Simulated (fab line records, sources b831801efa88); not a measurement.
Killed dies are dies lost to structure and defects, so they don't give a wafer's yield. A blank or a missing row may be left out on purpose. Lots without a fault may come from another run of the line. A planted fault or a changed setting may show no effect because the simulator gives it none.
Which tool did it? | flow sky130 | 12 lots, 36 wafers sampled, at 5 steps of a route of 708

WHAT THE GAUGES READ, wafer by wafer
SKY_FIELD_ISO_THK_MEAS_02. Usual: FIELD_ISO_OXIDATION_00_THK 11.97 nm, standard deviation 0.21.
lot  | measured    | on            | FIELD_ISO_OXIDATION_00_THK (nm) | flag
L580 | day 1 17:23 | film_metro-02 | 12.04 11.83 11.79               |
L582 | day 2 02:44 | film_metro-01 | 12.06 12.00 12.13               |
L587 | day 3 03:40 | film_metro-02 | 11.57 11.89 11.70               |
L588 | day 3 08:38 | film_metro-01 | 12.10 12.16 11.84               |
L590 | day 3 19:29 | film_metro-02 | 11.91 11.94 11.94               |
L596 | day 5 01:04 | film_metro-02 | 12.13 11.77 11.77               |
L597 | day 5 06:43 | film_metro-02 | 12.30 12.08 12.15               |
L598 | day 5 11:30 | film_metro-01 | 12.07 11.98 12.01               |
L599 | day 5 15:38 | film_metro-02 | 12.36 12.59 12.19               |
L600 | day 5 21:29 | film_metro-01 | 11.97 11.70 11.73               |
L601 | day 6 01:38 | film_metro-02 | 11.97 12.05 12.19               |
L602 | day 6 07:14 | film_metro-03 | 12.36 12.30 12.27               |

SKY_VT_ADJUST_HVTR_TW_MEAS_11. Usual: VT_ADJUST_HVTR_TW 210.8, standard deviation 1.2.
lot  | measured     | on            | VT_ADJUST_HVTR_TW                   | flag
L580 | day 9 20:26  | film_metro-04 | 213.1 211.7 212.3                   |
L582 | day 10 05:31 | film_metro-02 | 210.0 210.6 209.9                   |
L587 | day 12 01:47 | film_metro-03 | 208.9 208.6 209.4                   |
L588 | day 12 05:02 | film_metro-04 | 181.2 181.4 182.3 180.5 181.2 180.8 | OFF
L590 | day 12 20:41 | film_metro-02 | 177.8 178.5 178.3 178.4 179.2 177.9 | OFF
L596 | day 14 17:32 | film_metro-02 | 210.9 210.5 210.0                   |
L597 | day 15 00:34 | film_metro-03 | 210.8 210.4 210.2                   |
L598 | day 15 08:36 | film_metro-04 | 212.0 210.5 211.5                   |
L599 | day 15 15:02 | film_metro-04 | 210.5 211.2 210.2                   |
L600 | day 16 02:16 | film_metro-03 | 210.3 209.2 208.9                   |
L601 | day 16 07:15 | film_metro-03 | 209.1 209.7 209.1                   |
L602 | day 16 14:43 | film_metro-02 | 210.2 211.4 210.5                   |

SKY_LI_CONTACT_THK_MEAS_23: measures by xrf. Usual: LI_CONTACT_W_THK 403 nm, standard deviation 9.2.
lot  | measured     | on            | LI_CONTACT_W_THK (nm) | flag
L580 | day 29 10:46 | film_metro-03 | 404 401 411           |
L582 | day 30 01:58 | film_metro-01 | 391 405 401           |
L587 | day 32 05:53 | film_metro-03 | 406 401 400           |
L588 | day 32 04:08 | film_metro-03 | 398 408 408           |
L590 | day 33 01:48 | film_metro-04 | 401 399 401           |
L596 | day 34 18:24 | film_metro-01 | 402 406 400           |
L597 | day 35 04:44 | film_metro-03 | 406 403 409           |
L598 | day 35 17:53 | film_metro-04 | 400 398 402           |
L599 | day 35 17:20 | film_metro-04 | 411 391 412           |
L600 | day 36 14:18 | film_metro-01 | 391 396 391           |
L601 | day 36 14:37 | film_metro-04 | 391 414 407           |
L602 | day 36 15:35 | film_metro-04 | 413 410 386           |

WHICH TOOL RAN EACH LOT (tool, then ch and the chambers of the sampled wafers, then the start)
lot  | SKY_VT_ADJUST_NCORE_STRIP_10         | SKY_VT_ADJUST_HVTR_IMPLANT_09
L580 | plasma_asher-02 ch 0,1, day 8 22:52  | implanter-03 ch 0, day 9 20:13
L582 | plasma_asher-03 ch 0,1, day 9 07:25  | implanter-02 ch 0, day 10 05:17
L587 | plasma_asher-03 ch 0,1, day 11 01:20 | implanter-01 ch 0, day 12 01:32
L588 | plasma_asher-02 ch 0,1, day 11 04:56 | implanter-02 ch 0, day 12 04:47
L590 | plasma_asher-04 ch 0,1, day 11 20:14 | implanter-02 ch 0, day 12 20:26
L596 | plasma_asher-03 ch 0,1, day 13 15:08 | implanter-01 ch 0, day 14 17:17
L597 | plasma_asher-04 ch 0,1, day 13 21:49 | implanter-01 ch 0, day 15 00:22
L598 | plasma_asher-02 ch 0,1, day 14 05:19 | implanter-03 ch 0, day 15 08:23
L599 | plasma_asher-02 ch 0,1, day 14 12:28 | implanter-01 ch 0, day 15 14:47
L600 | plasma_asher-02 ch 0,1, day 14 22:04 | implanter-03 ch 0, day 16 02:02
L601 | plasma_asher-02 ch 0,1, day 15 02:59 | implanter-03 ch 0, day 16 07:00
L602 | plasma_asher-02 ch 0,1, day 15 10:00 | implanter-02 ch 0, day 16 14:29
- SKY_VT_ADJUST_NCORE_STRIP_10: strips in O2/N2.
- SKY_VT_ADJUST_HVTR_IMPLANT_09

WHAT THE TOOLS THEMSELVES READ (means of the sampled wafers that have a number; where no wafer has one, the mark that the record gives instead)
SKY_VT_ADJUST_NCORE_STRIP_10. Usual: drypump_motor_current_A 5.5 A, standard deviation 0.37; oes_product_au 0.716 a.u., standard deviation 0.0048; strip_time_to_endpoint_s 14.20 s, standard deviation 0.04.
lot  | tool            | drypump_motor_current_A (A) | oes_product_au (a.u.) | strip_time_to_endpoint_s (s) | flag
L580 | plasma_asher-02 | 5.4                         | 0.713                 | 14.25                        |
L582 | plasma_asher-03 | 5.9                         | 0.711                 | 14.20                        |
L587 | plasma_asher-03 | 5.8                         | 0.721                 | 14.19                        |
L588 | plasma_asher-02 | 5.1                         | 0.719                 | 14.19                        |
L590 | plasma_asher-04 | 5.5                         | 0.716                 | 14.15                        |
L596 | plasma_asher-03 | 5.9                         | 0.716                 | 14.20                        |
L597 | plasma_asher-04 | 5.5                         | 0.715                 | 14.24                        |
L598 | plasma_asher-02 | 5.2                         | 0.714                 | 14.21                        |
L599 | plasma_asher-02 | 5.1                         | 0.712                 | 14.15                        |
L600 | plasma_asher-02 | 5.1                         | 0.713                 | 14.20                        |
L601 | plasma_asher-02 | 5.4                         | 0.716                 | 14.19                        |
L602 | plasma_asher-02 | 5.4                         | 0.719                 | 14.21                        |

SKY_VT_ADJUST_HVTR_IMPLANT_09. Usual: dose_ions_cm2 2.0998e+12, standard deviation 2.1e+09; faraday_current_uA 11.83, standard deviation 0.24.
lot  | tool         | dose_ions_cm2 | faraday_current_uA | flag
L580 | implanter-03 | 2.0993e+12    | 11.88              |
L582 | implanter-02 | 2.0999e+12    | 11.76              |
L587 | implanter-01 | 2.0985e+12    | 11.83              |
L588 | implanter-02 | 1.2007e+12    | 6.85               | OFF
L590 | implanter-02 | 1.1952e+12    | 6.73               | OFF
L596 | implanter-01 | 2.1009e+12    | 11.90              |
L597 | implanter-01 | 2.1015e+12    | 11.77              |
L598 | implanter-03 | 2.1008e+12    | 11.80              |
L599 | implanter-01 | 2.0991e+12    | 11.93              |
L600 | implanter-03 | 2.0993e+12    | 11.62              |
L601 | implanter-03 | 2.1003e+12    | 11.71              |
L602 | implanter-02 | 2.0977e+12    | 11.62              |

THE ANSWER, worked out from the rows above alone
Rule: a lot is off if the mean of its wafers that have a number lies more than 3 standard deviations from the usual mean. A lot without any number at a reading at which 4 lots or more have one is off too. The other lots that the step has rows for count as sound. The gauges are gone through in route order, then the tools' own readings, and for those a lot's mean is taken as printed above. The first step at which some lot is off is used, and at that step the reading that is off furthest; a lot without a number counts as furthest.
Off: L588, L590, at SKY_VT_ADJUST_HVTR_TW_MEAS_11 (VT_ADJUST_HVTR_TW).
A tool fits if, at a process step before that reading, it ran every lot that is off, and no sound lot after the first of them. The gauges at SKY_VT_ADJUST_HVTR_TW_MEAS_11 aren't tried: what is off there is off at SKY_VT_ADJUST_HVTR_IMPLANT_09 too, on other tools, and a gauge's error can't cause that. None of those tried fits.

WHAT THE SIMULATOR HAD PUT IN
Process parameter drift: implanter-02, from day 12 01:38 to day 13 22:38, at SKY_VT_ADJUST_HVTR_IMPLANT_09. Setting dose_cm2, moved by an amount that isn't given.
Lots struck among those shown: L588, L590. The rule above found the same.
